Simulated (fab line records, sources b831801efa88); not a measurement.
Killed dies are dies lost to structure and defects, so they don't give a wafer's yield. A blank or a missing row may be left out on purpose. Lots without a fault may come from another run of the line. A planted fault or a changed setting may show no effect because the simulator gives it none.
Which tool did it? | flow gf180mcu | 6 lots, 18 wafers sampled, at 1 step of a route of 602

WHAT THE GAUGES READ, wafer by wafer
GF_M3_OVL_MEAS_15.
lot  | measured     | on         | M3_OVL (nm)
L257 | day 22 01:17 | overlay-02 | -8 -6 -9
L261 | day 23 14:08 | overlay-01 | 1 -1 2
L264 | day 24 16:26 | overlay-01 | -2 -2 4
L272 | day 27 06:08 | overlay-01 | -8 2 -3
L275 | day 28 04:14 | overlay-01 | -5 -1 -6
L277 | day 28 10:35 | overlay-02 | -6 -4 -5

WHICH TOOL RAN EACH LOT (tool, then ch and the chambers of the sampled wafers, then the start)
The record holds no process step before these readings.

THE ANSWER, worked out from the rows above alone
Rule: what is usual is taken from the lots themselves. Put in order of their means at a reading, lots are off if they are a third of the lots or fewer, leave a main group of 4 or more, and stand apart from it by a gap of 3 or more times the standard deviation of the main group's means; of several such gaps the widest counts. A main group whose means are all the same, to the digits that the tables above print for the reading, isn't used. A lot without any number at a reading at which 4 lots or more have one is off too. The other lots that the step has rows for count as sound.
No lot is off at any reading shown: from this, nothing can be told.

WHAT THE SIMULATOR HAD PUT IN
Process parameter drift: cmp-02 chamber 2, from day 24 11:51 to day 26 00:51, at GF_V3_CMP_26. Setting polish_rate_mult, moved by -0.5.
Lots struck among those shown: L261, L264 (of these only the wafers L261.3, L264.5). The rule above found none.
